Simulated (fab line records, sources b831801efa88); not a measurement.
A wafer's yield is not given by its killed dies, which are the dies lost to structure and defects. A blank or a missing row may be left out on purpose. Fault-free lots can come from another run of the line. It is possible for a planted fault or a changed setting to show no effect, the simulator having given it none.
Which tool is to blame? :: flow sky130 :: 11 lots, 33 wafers sampled, at 4 steps of a route of 708

WHAT EACH GAUGE READ, for each wafer
SKY_VIA2_THK_MEAS_01.
lot: L391
measured: day 34 21:14
on: film metro-01
VIA2_HDPCVD_THK (nm): 1179 1190 1188

lot: L392
measured: day 35 01:17
on: film metro-02
VIA2_HDPCVD_THK (nm): 1176 1177 1170

lot: L393
measured: day 35 14:49
on: film metro-01
VIA2_HDPCVD_THK (nm): 1175 1170 1193

lot: L394
measured: day 35 18:30
on: film metro-02
VIA2_HDPCVD_THK (nm): 1170 1167 1183

lot: L395
measured: day 36 02:13
on: film metro-04
VIA2_HDPCVD_THK (nm): 1188 1193 1187

lot: L396
measured: day 36 10:52
on: film metro-04
VIA2_HDPCVD_THK (nm): 1176 1171 1179

lot: L403
measured: day 39 17:00
on: film metro-04
VIA2_HDPCVD_THK (nm): 1166 1134 1163

lot: L405
measured: day 39 20:44
on: film metro-02
VIA2_HDPCVD_THK (nm): 1160 1191 1170

lot: L407
measured: day 40 06:01
on: film metro-04
VIA2_HDPCVD_THK (nm): 1182 1189 1181

lot: L409
measured: day 40 11:31
on: film metro-01
VIA2_HDPCVD_THK (nm): 1174 1164 1183

lot: L412
measured: day 41 18:49
on: film metro-02
VIA2_HDPCVD_THK (nm): 1181 1191 1190

TOOL THAT RAN EACH LOT (tool first, then ch and the chambers of the sampled wafers, then the start)
lot: L391
SKY_VIA1_CVD_21: cvd w-02 ch 0,1, day 33 18:37
SKY_METAL2_SPUTTER_01: pvd sputter-01, day 33 19:13
SKY_VIA2_HDPCVD_00: hdpcvd-02 ch 0,1,2, day 34 21:07

lot: L392
SKY_VIA1_CVD_21: cvd w-01 ch 0, day 33 21:21
SKY_METAL2_SPUTTER_01: pvd sputter-03, day 33 22:02
SKY_VIA2_HDPCVD_00: hdpcvd-02 ch 0,2, day 35 01:10

lot: L393
SKY_VIA1_CVD_21: cvd w-02 ch 0,1, day 34 10:29
SKY_METAL2_SPUTTER_01: pvd sputter-04, day 34 11:05
SKY_VIA2_HDPCVD_00: hdpcvd-02 ch 0,1,2, day 35 14:41

lot: L394
SKY_VIA1_CVD_21: cvd w-01 ch 0,1, day 34 14:20
SKY_METAL2_SPUTTER_01: pvd sputter-01, day 34 14:56
SKY_VIA2_HDPCVD_00: hdpcvd-01 ch 0,1,2, day 35 18:23

lot: L395
SKY_VIA1_CVD_21: cvd w-02 ch 0,1, day 34 22:22
SKY_METAL2_SPUTTER_01: pvd sputter-03, day 34 22:57
SKY_VIA2_HDPCVD_00: hdpcvd-02 ch 0,1, day 36 02:05

lot: L396
SKY_VIA1_CVD_21: cvd w-02 ch 0,1, day 35 06:13
SKY_METAL2_SPUTTER_01: pvd sputter-01, day 35 06:48
SKY_VIA2_HDPCVD_00: hdpcvd-01 ch 1,2, day 36 10:44

lot: L403
SKY_VIA1_CVD_21: cvd w-02 ch 0,1, day 38 14:18
SKY_METAL2_SPUTTER_01: pvd sputter-03, day 38 14:52
SKY_VIA2_HDPCVD_00: hdpcvd-01 ch 0,1, day 39 16:52

lot: L405
SKY_VIA1_CVD_21: cvd w-02 ch 0,1, day 38 18:19
SKY_METAL2_SPUTTER_01: pvd sputter-03, day 38 18:52
SKY_VIA2_HDPCVD_00: hdpcvd-02 ch 0,1,2, day 39 20:38

lot: L407
SKY_VIA1_CVD_21: cvd w-02 ch 0,1, day 39 02:55
SKY_METAL2_SPUTTER_01: pvd sputter-01, day 39 03:51
SKY_VIA2_HDPCVD_00: hdpcvd-02 ch 1,2, day 40 05:52

lot: L409
SKY_VIA1_CVD_21: cvd w-01 ch 0,1, day 39 07:53
SKY_METAL2_SPUTTER_01: pvd sputter-03, day 39 08:27
SKY_VIA2_HDPCVD_00: hdpcvd-02 ch 0,1,2, day 40 11:22

lot: L412
SKY_VIA1_CVD_21: cvd w-02 ch 0,1, day 40 17:09
SKY_METAL2_SPUTTER_01: pvd sputter-03, day 40 18:58
SKY_VIA2_HDPCVD_00: hdpcvd-02 ch 0,2, day 41 18:38
- SKY_VIA1_CVD_21: deposits W, target thk 270 nm, time 80.902 s.
- SKY_METAL2_SPUTTER_01: material TiN, target thk 20 nm, time 16.7 s.
- SKY_VIA2_HDPCVD_00: deposits SiO2, target thk 1180 nm, time 196.7 s.

THE ANSWER, worked out from the rows above alone
Rule: the lots themselves supply what counts as usual. The widest of any qualifying gaps counts: lots, ordered by their means at a reading, are off when they make up no more than a third of the lots, leave a main group of 4 or more, and stand apart from it by 3 or more times the standard deviation of that group's means. The tables above print the reading to a certain number of digits; a main group whose means all agree to those digits is not used. Also off: a lot with no number at a reading for which 4 or more lots have one. Any other lot the step has rows for is counted as sound.
Off: at SKY_VIA2_THK_MEAS_01 (VIA2_HDPCVD_THK), L403. For the main group the mean is 1180 nm and the standard deviation 6.1.
A tool fits if, at a process step before that reading, it ran every lot that is off, and no sound lot after the first of them. The gauges at SKY_VIA2_THK_MEAS_01 are tried like those tools. One fits: SKY_VIA2_HDPCVD_00 on hdpcvd-01. A fault onset in the window from L396 (day 36 10:44, its last sound lot) to L403 (day 39 16:52, its first lot off) fits.

WHAT WAS PUT IN BY THE SIMULATOR
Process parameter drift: hdpcvd-01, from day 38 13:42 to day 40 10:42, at SKY_VIA2_HDPCVD_00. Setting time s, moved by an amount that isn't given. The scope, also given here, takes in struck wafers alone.
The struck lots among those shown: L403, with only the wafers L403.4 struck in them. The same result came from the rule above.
